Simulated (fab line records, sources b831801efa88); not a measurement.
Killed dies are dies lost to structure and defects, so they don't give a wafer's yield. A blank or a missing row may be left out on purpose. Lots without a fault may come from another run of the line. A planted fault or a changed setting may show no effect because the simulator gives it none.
Which tool did it? | flow gf180mcu | 12 lots, 36 wafers sampled, at 4 steps of a route of 602

WHAT THE GAUGES READ, wafer by wafer
GF_VT_IMPLANT_OVL_MEAS_18. Usual: VT_IMPLANT_01_OVL -0.3 nm, standard deviation 1.2.
lot  | measured     | on         | VT_IMPLANT_01_OVL (nm) | flag
L491 | day 6 12:52  | overlay-02 | 0.6 0.7 0.1            |
L494 | day 7 04:43  | overlay-02 | 0.1 -0.5 1.1           |
L495 | day 7 19:08  | overlay-01 | 0.6 2.1 1.0            |
L499 | day 8 16:08  | overlay-02 | -1.1 -0.8 -2.2         |
L501 | day 9 06:22  | overlay-02 | 0.2 -1.3 0.1           |
L503 | day 9 16:14  | overlay-01 | 1.0 -0.2 -0.8          |
L504 | day 9 22:31  | overlay-02 | -1.0 -1.5 -0.2         |
L505 | day 10 15:46 | overlay-01 | 0.4 0.6 0.4            |
L506 | day 10 14:49 | overlay-02 | 0.0 -0.2 -0.2          |
L508 | day 10 21:56 | overlay-01 | -1.3 0.5 1.4           |
L511 | day 11 22:07 | overlay-02 | 0.3 -0.7 0.7           |
L512 | day 12 03:16 | overlay-01 | 1.0 0.0 -0.2           |

WHICH TOOL RAN EACH LOT (tool, then ch and the chambers of the sampled wafers, then the start)
lot  | GF_STI_STRIP_15                     | GF_MVPSD_COAT_02                  | GF_MVPSD_STRIP_10
L491 | plasma_asher-01 ch 0,1, day 2 07:11 | litho_track-04 ch 0, day 4 23:38  | plasma_asher-03 ch 0,1, day 5 07:46
L494 | plasma_asher-02 ch 0,1, day 2 22:16 | litho_track-04 ch 0, day 5 15:14  | plasma_asher-02 ch 0,1, day 5 23:11
L495 | plasma_asher-02 ch 0,1, day 3 04:03 | litho_track-04 ch 0, day 6 03:02  | plasma_asher-02 ch 0,1, day 6 10:49
L499 | plasma_asher-04 ch 0,1, day 4 01:52 | litho_track-04 ch 0, day 6 23:41  | plasma_asher-02 ch 0,1, day 7 07:35
L501 | plasma_asher-04 ch 0,1, day 4 11:58 | litho_track-02 ch 0, day 7 12:45  | plasma_asher-04 ch 0,1, day 7 21:22
L503 | plasma_asher-01 ch 0,1, day 4 21:52 | litho_track-04 ch 0, day 7 21:55  | plasma_asher-03 ch 0, day 8 06:39
L504 | plasma_asher-01 ch 0,1, day 5 01:18 | litho_track-02 ch 0, day 8 03:55  | plasma_asher-04 ch 0,1, day 8 12:23
L505 | plasma_asher-02 ch 0,1, day 5 08:52 | litho_track-02 ch 0, day 8 19:10  | plasma_asher-03 ch 0,1, day 9 04:08
L506 | plasma_asher-02 ch 0,1, day 5 12:31 | litho_track-03 ch 0, day 8 18:02  | plasma_asher-04 ch 0,1, day 9 03:02
L508 | plasma_asher-04 ch 0,1, day 5 21:28 | litho_track-02 ch 0, day 9 01:10  | plasma_asher-03 ch 0,1, day 9 10:10
L511 | plasma_asher-01 ch 0,1, day 6 14:39 | litho_track-03 ch 0, day 9 22:55  | plasma_asher-04 ch 0,1, day 10 08:49
L512 | plasma_asher-01 ch 0,1, day 6 20:16 | litho_track-03 ch 0, day 10 03:58 | plasma_asher-04 ch 0, day 10 13:30
- GF_STI_STRIP_15: strips in O2/N2.
- GF_MVPSD_COAT_02: resist thk 3000 nm.
- GF_MVPSD_STRIP_10: strips in O2/N2.

WHAT THE TOOLS THEMSELVES READ (means of the sampled wafers that have a number; where no wafer has one, the mark that the record gives instead)
GF_STI_STRIP_15. Usual: drypump_motor_current_A 5.6 A, standard deviation 0.44; heater_power_w 349 W, standard deviation 27; oes_product_au 0.383 a.u., standard deviation 0.005; platen_temp_c 249.99 C, standard deviation 0.19; strip_time_to_endpoint_s 3.71 s, standard deviation 0.041.
lot  | tool            | drypump_motor_current_A (A) | heater_power_w (W) | oes_product_au (a.u.) | platen_temp_c (C) | strip_time_to_endpoint_s (s) | flag
L491 | plasma_asher-01 | 5.2                         | 331                | 0.385                 | 249.99            | 3.71                         |
L494 | plasma_asher-02 | 5.8                         | 387                | 0.380                 | 250.11            | 3.68                         |
L495 | plasma_asher-02 | 5.8                         | 392                | 0.386                 | 250.19            | 3.71                         |
L499 | plasma_asher-04 | 5.7                         | 337                | 0.379                 | 249.96            | 3.68                         |
L501 | plasma_asher-04 | 5.7                         | 339                | 0.385                 | 249.98            | 3.73                         |
L503 | plasma_asher-01 | 5.5                         | 331                | 0.384                 | 250.04            | 3.71                         |
L504 | plasma_asher-01 | 5.2                         | 339                | 0.386                 | 250.15            | 3.72                         |
L505 | plasma_asher-02 | 5.8                         | 380                | 0.388                 | 249.83            | 3.73                         |
L506 | plasma_asher-02 | 5.7                         | 378                | 0.381                 | 250.06            | 3.70                         |
L508 | plasma_asher-04 | 5.8                         | 330                | 0.380                 | 249.91            | 3.71                         |
L511 | plasma_asher-01 | 5.5                         | 334                | 0.386                 | 250.14            | 3.77                         |
L512 | plasma_asher-01 | 5.2                         | 334                | 0.384                 | 250.07            | 3.69                         |

GF_MVPSD_COAT_02. Usual: spin_speed_rpm 2000.0 rpm, standard deviation 1.4.
lot  | tool           | spin_speed_rpm (rpm) | flag
L491 | litho_track-04 | 1999.2               |
L494 | litho_track-04 | 1999.3               |
L495 | litho_track-04 | 2000.5               |
L499 | litho_track-04 | 1999.1               |
L501 | litho_track-02 | 1998.7               |
L503 | litho_track-04 | 2000.6               |
L504 | litho_track-02 | 2002.0               |
L505 | litho_track-02 | 1997.2               |
L506 | litho_track-03 | 2000.6               |
L508 | litho_track-02 | 2000.0               |
L511 | litho_track-03 | 1999.6               |
L512 | litho_track-03 | 2000.2               |

GF_MVPSD_STRIP_10. Usual: drypump_motor_current_A 5.71 A, standard deviation 0.16; heater_power_w 360 W, standard deviation 29; oes_product_au 0.722 a.u., standard deviation 0.005; platen_temp_c 249.97 C, standard deviation 0.19; strip_time_to_endpoint_s 36.95 s, standard deviation 0.092.
lot  | tool            | drypump_motor_current_A (A) | heater_power_w (W) | oes_product_au (a.u.) | platen_temp_c (C) | strip_time_to_endpoint_s (s) | flag
L491 | plasma_asher-03 | 5.62                        | 359                | 0.726                 | 250.14            | 37.05                        |
L494 | plasma_asher-02 | 5.66                        | 366                | 0.722                 | 250.00            | 36.96                        |
L495 | plasma_asher-02 | 5.84                        | 393                | 0.716                 | 250.08            | 36.81                        |
L499 | plasma_asher-02 | 5.84                        | 396                | 0.725                 | 249.89            | 35.71                        | OFF
L501 | plasma_asher-04 | 5.75                        | 331                | 0.723                 | 249.83            | 36.93                        |
L503 | plasma_asher-03 | 5.56                        | 381                | 0.726                 | 250.04            | 35.66                        | OFF
L504 | plasma_asher-04 | 5.80                        | 337                | 0.723                 | 249.99            | 36.92                        |
L505 | plasma_asher-03 | 5.61                        | 377                | 0.721                 | 249.94            | 37.06                        |
L506 | plasma_asher-04 | 5.81                        | 344                | 0.725                 | 249.99            | 36.87                        |
L508 | plasma_asher-03 | 5.59                        | 378                | 0.723                 | 250.05            | 37.03                        |
L511 | plasma_asher-04 | 5.79                        | 346                | 0.721                 | 250.09            | 36.96                        |
L512 | plasma_asher-04 | 5.83                        | 348                | 0.716                 | 249.87            | 36.91                        |

THE ANSWER, worked out from the rows above alone
Rule: a lot is off if the mean of its wafers that have a number lies more than 3 standard deviations from the usual mean. A lot without any number at a reading at which 4 lots or more have one is off too. The other lots that the step has rows for count as sound. The gauges are gone through in route order, then the tools' own readings, and for those a lot's mean is taken as printed above. The first step at which some lot is off is used, and at that step the reading that is off furthest; a lot without a number counts as furthest.
Off: L499, L503, at GF_MVPSD_STRIP_10 (strip_time_to_endpoint_s).
A tool fits if, at that step or a process step before it, it ran every lot that is off, and no sound lot after the first of them. One fits: litho_track-04 at GF_MVPSD_COAT_02. Its last sound lot is L495 (day 6 03:02), its first lot that is off L499 (day 6 23:41): a fault that began between those two fits.

WHAT THE SIMULATOR HAD PUT IN
Process parameter drift: litho_track-04, from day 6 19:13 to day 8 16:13, at GF_MVPSD_COAT_02. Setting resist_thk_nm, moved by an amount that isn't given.
Lots struck among those shown: L499, L503. The rule above found the same.
